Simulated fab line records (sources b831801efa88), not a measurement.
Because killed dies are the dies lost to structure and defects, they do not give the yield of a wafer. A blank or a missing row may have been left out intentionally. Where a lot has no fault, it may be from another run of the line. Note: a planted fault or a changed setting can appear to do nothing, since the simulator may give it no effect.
The same fault as seen by 2 desks -- flow sky130 -- each desk holds nothing but its own numbers, with what lay behind them at the end

== METROLOGY DESK ==
What the gauges read, lot by lot, whatever tool the lot ran on: means of the sampled wafers that have a number. Any lot whose mean is over 4 standard deviations away from the usual mean is out of limits and marked OUT; that distance is given in the brackets.
Columns: A = LI_CONTACT_W_THK at SKY_LI_CONTACT_THK_MEAS_23, usual 395 nm; B = CONTACT_HDPCVD_THK at SKY_CONTACT_THK_MEAS_03, usual 566 nm; C = cd_nm at SKY_CONTACT_CD_MEAS_14, usual 170.3 nm
lot,first seen here,A,B,C
L796,day 29 03:14,395,572,169.0
L799,day 30 13:28,402,559,169.3
L800,day 30 16:02,382,565,169.3
L801,day 31 05:25,406,564,171.8
L805,day 32 12:14,395,560,171.4
L808,day 33 21:16,393,573,171.9
L809,day 33 22:08,399,558,168.5
L810,day 34 12:53,404,566,169.1
L811,day 34 19:31,397,569,167.7
L814,day 35 09:06,386,684 (+18) OUT,171.0
L815,day 35 13:16,388,563,170.1
L816,day 36 08:04,402,671 (+16) OUT,171.7
This desk finds L814, L816 out of limits, with the earliest case on L814 at day 36 13:16 (CONTACT_HDPCVD_THK at SKY_CONTACT_THK_MEAS_03). In limits: L796, L799, L800, L801, L805, L808, L809, L810, L811, L815.

== DESK OF THE TOOL OWNER: hdpcvd-02 ==
The tool's own readings at SKY_CONTACT_HDPCVD_02 (deposits SiO2, target thk 565 nm, time 94.2 s): means of the sampled wafers that have a number, for each lot that ran on this tool. Any lot whose mean is over 4 standard deviations away from the usual mean is out of limits and marked OUT; that distance is given in the brackets.
Columns: A = sih4_flow_sccm at SKY_CONTACT_HDPCVD_02, usual 59.96 sccm
lot,first seen here,A
L799,day 31 19:14,60.00
L801,day 32 10:44,59.97
L805,day 33 16:49,59.93
L809,day 35 01:43,59.78
L810,day 35 16:40,59.78
L811,day 35 23:20,59.94
L814,day 36 13:11,71.97 (+75) OUT
L816,day 37 11:03,72.10 (+76) OUT
Finding of this desk: L814, L816 out of limits; the first was L814 at day 36 13:11, on sih4_flow_sccm at SKY_CONTACT_HDPCVD_02. In limits: L799, L801, L805, L809, L810, L811.

== TAKEN TOGETHER ==
The tool owner's desk could have raised an alarm at day 36 13:11, on L814, L816.
On L814, L816, the metrology desk was in a position to raise an alarm at day 36 13:16.
SKY_CONTACT_HDPCVD_02 was run on hdpcvd-02 by each of the lots named.

== WHAT THE SIMULATOR HAD PUT IN ==
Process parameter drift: hdpcvd-02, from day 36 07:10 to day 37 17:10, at SKY_CONTACT_HDPCVD_02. Setting sih4_flow_sccm, moved by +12, from 60. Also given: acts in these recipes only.
Lots struck among those shown: L814, L816.
Fault start to first reading out of limits, in hours, per desk: tool owner, 6; metrology, 6.
